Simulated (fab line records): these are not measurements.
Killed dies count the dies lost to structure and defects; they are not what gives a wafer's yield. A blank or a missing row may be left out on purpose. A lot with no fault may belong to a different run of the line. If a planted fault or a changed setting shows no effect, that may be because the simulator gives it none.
A struck lot beside a sound one	flow sky130	19 steps out of a route of 708
Sound: the wafers L207.2, L207.3, L207.6. Wafers struck: L209.4, L209.5, L209.6. Last of all comes the cause.
Per side, at each step with rows, come the tool, then ch with its chambers, and then its first start. Under that, the readings that differ: sound wafers	struck wafers	difference of the means	sigmas: that difference in standard deviations of wafers without a fault.
alike: same words and numbers on both sides, and readings whose means sit less than 2 such deviations apart. not compared: any withheld reading, any reading some wafer has no value for, any bound like >300 that may hide the same value, and any number with overlapping values for which the record gives no deviation.
Wherever a step has rows on one side only, a row that says differs or no value, or a row with sigmas, the two part there. Numbers that don't overlap but have no deviation are shown without sigmas and don't part them. A reading missing from all wafers of one side parts the sides only when that side holds two or more wafers.

SKY_METAL4_STRIP_19: strips in O2/N2.
  sound on plasma_asher-04 ch 0,1, day 44 12:55; struck on plasma_asher-04 ch 0,1, day 45 05:33
  alike: drypump_motor_current_A, oes_product_au, strip_time_to_endpoint_s
  not compared: rf_hours_counter_h
then, 4 steps without rows for these wafers: SKY_METAL4_STRIP_20 (strips in post etch residue remover, time 1200 s); SKY_METAL4_CLEAN_21 (cleans in IPA, time 180 s); SKY_METAL4_CLEAN_22 (cleans in O3/DIW); SKY_VIA4_HDPCVD_00 (deposits SiO2, target thk 1750 nm, time 291.7 s).
SKY_VIA4_THK_MEAS_01:
  sound: film_metro-04 at day 44 13:44; struck: film_metro-03 at day 45 06:19
  alike: VIA4_HDPCVD_THK
SKY_VIA4_CMP_02: polishes SiO2.
  sound on cmp-01 ch 0,1,3, day 44 13:50; struck on cmp-02 ch 0,1,2, day 45 06:26
  alike: edge_zone_pressure_frac, motor_current_A
SKY_VIA4_BOW_MEAS_03:
  sound: film_metro-01 at day 44 14:07; struck: film_metro-01 at day 45 06:42
  alike: VIA4_BOW
then, 4 steps without rows for these wafers: SKY_VIA4_DEHYDRATE_04 (time 60 s); SKY_VIA4_HMDS_05 (prime time 60 s); SKY_VIA4_COAT_06 (resist thk 1140 nm); SKY_VIA4_SOFTBAKE_07 (time 60 s).
SKY_VIA4_EXPOSE_08: exposes mask VIM4, target cd 800 nm.
  sound on iline_stepper-01 ch 0, day 45 01:49; struck on iline_stepper-01 ch 0, day 45 18:08
  alike: mask, exposure_dose_mJ_cm2
then, 2 steps without rows for these wafers: SKY_VIA4_PEB_09; SKY_VIA4_DEVELOP_10 (develop time 60 s).
SKY_VIA4_OVL_MEAS_11:
  sound: overlay-02 at day 45 12:08; struck: overlay-02 at day 46 03:49
  alike: VIA4_OVL
SKY_VIA4_ETCH_12: etches SiO2 in C4F8/O2/Ar, stops on TiN, target depth 580 nm.
  sound on rie_diel-04 ch 1,2, day 45 12:10; struck on rie_diel-01 ch 0,3, day 46 03:50
reading	sound	struck	difference	sigmas
model.VIA4.cd_nm (nm)	800 798.8 800.9	850.9 840.4 829.4	+40.3	
  alike: oes_product_au
SKY_VIA4_STRIP_13: strips in O2/N2.
  sound on plasma_asher-04 ch 0,1, day 45 12:14; struck on plasma_asher-01 ch 0,1, day 46 03:56
  alike: drypump_motor_current_A, oes_product_au, strip_time_to_endpoint_s
  not compared: rf_hours_counter_h
-- the record jumps here: 3 days lie between the struck wafers' starts before and after (it left off in module VIA4 and takes up again in module PAD_OPEN, whose first step shown is number 708 of the route) --
SKY_PAD_OPEN_PROBE_99:
  sound: prober-02 at day 48 05:24; struck: prober-01 at day 48 20:08
reading	sound	struck	difference	sigmas
model.etest.via4_chain.rc_ohm	0.7778 0.7881 0.8284	0.7274 0.7541 0.7674	-0.0485	
  alike: defect_limited_yield, killed_at_M0_to_M3, killed_at_M4_up, killed_at_contacts, killed_at_front_end, killed_at_other, killed_dies, killed_open, killed_short, sort_bin_3_pad_short, sort_bin_5_function, sort_bin_6_memory, sort_n_pass, sort_yield_pct

== WHERE THEY PART ==
Nowhere in this record.

WHY: the cause the simulator had injected
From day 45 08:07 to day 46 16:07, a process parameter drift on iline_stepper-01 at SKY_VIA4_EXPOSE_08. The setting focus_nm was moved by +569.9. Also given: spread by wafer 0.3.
